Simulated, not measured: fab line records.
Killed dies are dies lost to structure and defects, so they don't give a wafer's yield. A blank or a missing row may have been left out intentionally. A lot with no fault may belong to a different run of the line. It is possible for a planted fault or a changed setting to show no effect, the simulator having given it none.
Which of the tools did it? ; flow gf180mcu ; 39 wafers from 13 lots sampled at 2 of the route's 602 steps

== WHAT THE GAUGES READ, wafer by wafer ==
GF_PSD_OVL_MEAS_08.
lot;measured;on;PSD_OVL (nm)
L518;day 14 05:59;overlay-01;-0.2 -0.4 -0.1
L519;day 14 11:59;overlay-02;-0.3 1.2 -0.2
L522;day 15 10:19;overlay-01;-0.8 1.7 1.6
L523;day 16 00:34;overlay-02;1.2 -0.8 2.0
L529;day 18 10:20;overlay-01;0.6 1.0 -0.8
L532;day 19 06:03;overlay-01;-0.9 0.8 0.3
L533;day 19 22:26;overlay-02;-2.1 -0.7 -3.5
L534;day 20 08:44;overlay-01;-2.7 -1.0 -2.4
L535;day 20 19:01;overlay-02;0.8 -1.0 0.4
L536;day 20 19:19;overlay-01;-0.5 -1.2 -1.8
L537;day 20 22:11;overlay-01;-0.5 -1.3 0.1
L540;day 22 04:34;overlay-01;0.1 -1.1 0.3
L541;day 22 07:20;overlay-01;-2.0 -0.5 -1.4

== WHICH TOOL RAN EACH LOT (tool, then ch and the chambers of the sampled wafers, then the start) ==
lot;GF_NWELL_EXPOSE_04
L518;ilineStepper-01 ch 0, day 3 03:14
L519;ilineStepper-02 ch 0, day 3 07:18
L522;ilineStepper-02 ch 0, day 3 21:56
L523;ilineStepper-02 ch 0, day 4 03:42
L529;ilineStepper-02 ch 0, day 5 14:24
L532;ilineStepper-01 ch 0, day 6 04:37
L533;ilineStepper-02 ch 0, day 6 13:22
L534;ilineStepper-02 ch 0, day 6 19:01
L535;ilineStepper-02 ch 0, day 7 00:45
L536;ilineStepper-02 ch 0, day 7 02:09
L537;ilineStepper-01 ch 0, day 7 08:01
L540;ilineStepper-01 ch 0, day 8 01:59
L541;ilineStepper-01 ch 0, day 8 05:15
- GF_NWELL_EXPOSE_04: exposes mask Nwell, target cd 860 nm.

== AS READ BY THE TOOLS THEMSELVES (means over the sampled wafers that have a number; for cases with no such wafer, the mark the record gives instead) ==
The record holds no such reading with a usual standard deviation.

== THE ANSWER, worked out from the rows above alone ==
Rule: the lots themselves supply what counts as usual. Put in order of their means at a reading, lots are off if they are a third of the lots or fewer, leave a main group of 4 or more, and stand apart from it by a gap of 3 or more times the standard deviation of the main group's means; of several such gaps the widest counts. A main group is skipped when, at the precision printed for the reading in the tables above, its means are all equal. A lot without any number at a reading at which 4 lots or more have one is off too. All remaining lots with rows at the step are treated as sound. First the gauges in route order, then the tools' own readings, where a lot's mean is used as printed above. The first step at which some lot is off is used, and at that step the reading that is off furthest; a lot without a number counts as furthest.
Nothing can be told from this: no lot is off at any reading shown.

== WHAT THE SIMULATOR HAD INSERTED ==
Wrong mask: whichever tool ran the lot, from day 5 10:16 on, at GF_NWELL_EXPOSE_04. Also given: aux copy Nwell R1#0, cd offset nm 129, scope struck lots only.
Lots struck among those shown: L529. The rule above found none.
